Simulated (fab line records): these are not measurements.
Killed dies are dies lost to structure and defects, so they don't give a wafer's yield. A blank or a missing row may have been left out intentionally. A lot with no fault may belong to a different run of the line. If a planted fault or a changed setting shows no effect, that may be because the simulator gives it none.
What tool caused it?	flow sky130	11 lots, 32 wafers sampled, at 6 steps of a route of 708

## WHAT EACH GAUGE READ, for each wafer
SKY_FIELD_ISO_THK_MEAS_25.
lot	measured	on	FIELD_ISO_CVD_24_THK (nm)
L513	day 2 11:49	filmMetro-01	586 586 585
L514	day 2 20:41	filmMetro-02	597 595 591
L519	day 3 20:08	filmMetro-03	584 315
L522	day 4 10:56	filmMetro-02	595 601 594
L525	day 5 03:17	filmMetro-03	596 587 588
L528	day 5 19:53	filmMetro-03	593 597 592
L530	day 6 06:54	filmMetro-03	586 585 579
L532	day 6 17:08	filmMetro-02	587 589 592
L533	day 6 23:49	filmMetro-02	599 590 600
L534	day 7 03:08	filmMetro-01	587 596 597
L535	day 7 08:57	filmMetro-02	590 588 584

SKY_NWELL_TW_MEAS_26.
lot	measured	on	NWELL_2_TW
L513	day 5 13:23	filmMetro-02	491 491 493
L514	day 5 22:35	filmMetro-01	499 498 500
L519	day 7 03:01	filmMetro-02	496
L522	day 7 18:31	filmMetro-02	497 495 496
L525	day 8 16:04	filmMetro-02	502 499 498
L528	day 9 09:14	filmMetro-02	497 497 500
L530	day 9 22:46	filmMetro-04	502 504 502
L532	day 10 08:05	filmMetro-04	499 498 500
L533	day 10 17:40	filmMetro-04	500 504 502
L534	day 11 00:02	filmMetro-04	498 501 501
L535	day 11 05:01	filmMetro-01	504 500 500

## TOOL THAT RAN EACH LOT (tool first, then ch and the chambers of the sampled wafers, then the start)
lot	SKY_FIELD_ISO_ETCH_14	SKY_FIELD_ISO_ETCH_17	SKY_FIELD_ISO_CVD_24	SKY_FIELD_ISO_CMP_27
L513	rieDiel-04 ch 0,1,2, day 2 09:55	rieSi-01 ch 0,1,3, day 2 10:07	hdpcvd-02 ch 0,1,2, day 2 11:44	cmp-02 ch 1,2, day 2 14:11
L514	rieDiel-01 ch 0,2,3, day 2 16:50	rieSi-01 ch 0,1,2, day 2 17:02	hdpcvd-01 ch 0,2, day 2 20:36	cmp-02 ch 0,2,3, day 2 22:55
L519	rieDiel-04 ch 0,1, day 3 18:16	rieSi-01 ch 0,1, day 3 18:28	hdpcvd-02 ch 0,2, day 3 20:04	cmp-01 ch 1,2, day 3 21:49
L522	rieDiel-04 ch 0,1,3, day 4 08:13	rieSi-02 ch 0,2,3, day 4 08:25	hdpcvd-01 ch 0,2, day 4 10:52	cmp-01 ch 1,2,3, day 4 12:33
L525	rieDiel-02 ch 0,1,2, day 5 00:00	rieSi-01 ch 0,1,2, day 5 00:12	hdpcvd-01 ch 1,2, day 5 03:13	cmp-01 ch 1,2,3, day 5 05:54
L528	rieDiel-04 ch 0,1,2, day 5 17:16	rieSi-01 ch 0,1,2, day 5 17:28	hdpcvd-01 ch 0,1,2, day 5 19:47	cmp-02 ch 0,1,3, day 5 22:44
L530	rieDiel-01 ch 0,1,3, day 6 03:16	rieSi-01 ch 1,2,3, day 6 03:28	hdpcvd-01 ch 0,1,2, day 6 06:49	cmp-01 ch 0,1,2, day 6 08:43
L532	rieDiel-02 ch 0,2,3, day 6 13:49	rieSi-02 ch 0,1,2, day 6 14:01	hdpcvd-01 ch 0,1, day 6 17:04	cmp-01 ch 1,2,3, day 6 18:41
L533	rieDiel-04 ch 1,3, day 6 20:25	rieSi-01 ch 0,2, day 6 20:37	hdpcvd-02 ch 0,2, day 6 23:44	cmp-02 ch 2,3, day 7 01:22
L534	rieDiel-02 ch 0,1,3, day 7 01:16	rieSi-01 ch 0,2,3, day 7 01:28	hdpcvd-01 ch 1,2, day 7 03:03	cmp-01 ch 0,1,2, day 7 05:46
L535	rieDiel-01 ch 0,1, day 7 05:58	rieSi-01 ch 0,3, day 7 06:10	hdpcvd-02 ch 0,1, day 7 08:52	cmp-02 ch 0,2,3, day 7 10:30
- SKY_FIELD_ISO_ETCH_14: etches BARC in N2/H2, stops on SiO2, time 45.9 s, target depth 60 nm.
- SKY_FIELD_ISO_ETCH_17: etches Si in HBr/Cl2/O2, target depth 342 nm, time 97.7 s.
- SKY_FIELD_ISO_CVD_24: deposits SiO2, target thk 595 nm, time 99.2 s.
- SKY_FIELD_ISO_CMP_27: polishes, stops on Si3N4, t overpolish 16 s, target thk 457.8 nm.

## AS READ BY THE TOOLS THEMSELVES (means over the sampled wafers that have a number; for cases with no such wafer, the mark the record gives instead)
SKY_FIELD_ISO_ETCH_14.
lot	tool	drypumpMotorCurrentA (A)	oesProductAu (a.u.)	throttleValvePct (%)
L513	rieDiel-04	5.9	0.852	13.228
L514	rieDiel-01	5.8	0.857	13.225
L519	rieDiel-04	6.0	0.847	13.220
L522	rieDiel-04	5.7	0.856	13.227
L525	rieDiel-02	5.6	0.855	13.228
L528	rieDiel-04	5.9	0.854	13.222
L530	rieDiel-01	5.8	0.856	13.234
L532	rieDiel-02	6.0	0.853	13.227
L533	rieDiel-04	5.1	0.853	13.227
L534	rieDiel-02	5.5	0.853	13.233
L535	rieDiel-01	6.1	0.854	13.225

SKY_FIELD_ISO_ETCH_17.
lot	tool	drypumpMotorCurrentA (A)	oesProductAu (a.u.)	throttleValvePct (%)
L513	rieSi-01	5.8	1.010	25.651
L514	rieSi-01	5.9	1.006	25.661
L519	rieSi-01	6.2	1.005	25.645
L522	rieSi-02	5.2	1.011	25.653
L525	rieSi-01	5.9	0.994	25.658
L528	rieSi-01	5.9	1.000	25.660
L530	rieSi-01	5.7	0.991	25.660
L532	rieSi-02	5.3	1.017	25.646
L533	rieSi-01	5.5	0.989	25.650
L534	rieSi-01	5.4	0.994	25.650
L535	rieSi-01	5.2	1.005	25.653

SKY_FIELD_ISO_CMP_27.
lot	tool	headPressurePsi (psi)	motorCurrentA (A)	timeToEndpointS (s)
L513	cmp-02	3.990	12.1	109
L514	cmp-02	4.004	14.2	111
L519	cmp-01	4.005	11.5	89
L522	cmp-01	4.006	11.5	116
L525	cmp-01	3.993	11.0	114
L528	cmp-02	3.990	13.8	114
L530	cmp-01	4.002	11.3	115
L532	cmp-01	4.002	11.6	112
L533	cmp-02	4.004	14.5	115
L534	cmp-01	3.996	11.9	112
L535	cmp-02	3.992	13.7	113

## THE ANSWER, worked out from the rows above alone
Rule: usual is defined by the lots themselves. The widest of any qualifying gaps counts: lots, ordered by their means at a reading, are off when they make up no more than a third of the lots, leave a main group of 4 or more, and stand apart from it by 3 or more times the standard deviation of that group's means. The tables above print the reading to a certain number of digits; a main group whose means all agree to those digits is not used. A lot without any number at a reading at which 4 lots or more have one is off too. All remaining lots with rows at the step are treated as sound. The gauges are gone through in route order, then the tools' own readings, and for those a lot's mean is taken as printed above. The first step at which some lot is off is used, and at that step the reading that is off furthest; a lot without a number counts as furthest.
Off: L519, at SKY_FIELD_ISO_THK_MEAS_25 (FIELD_ISO_CVD_24_THK). The main group: mean 591 nm, standard deviation 4.4.
If a tool, at a process step before that reading, ran all the lots that are off and no sound lot after the first of them, it fits. The gauges at SKY_FIELD_ISO_THK_MEAS_25 aren't tried: what is off there is off at SKY_FIELD_ISO_ETCH_14 too, on other tools, and a gauge's error can't cause that. Of those tried, none fits.

## WHAT WAS PUT IN BY THE SIMULATOR
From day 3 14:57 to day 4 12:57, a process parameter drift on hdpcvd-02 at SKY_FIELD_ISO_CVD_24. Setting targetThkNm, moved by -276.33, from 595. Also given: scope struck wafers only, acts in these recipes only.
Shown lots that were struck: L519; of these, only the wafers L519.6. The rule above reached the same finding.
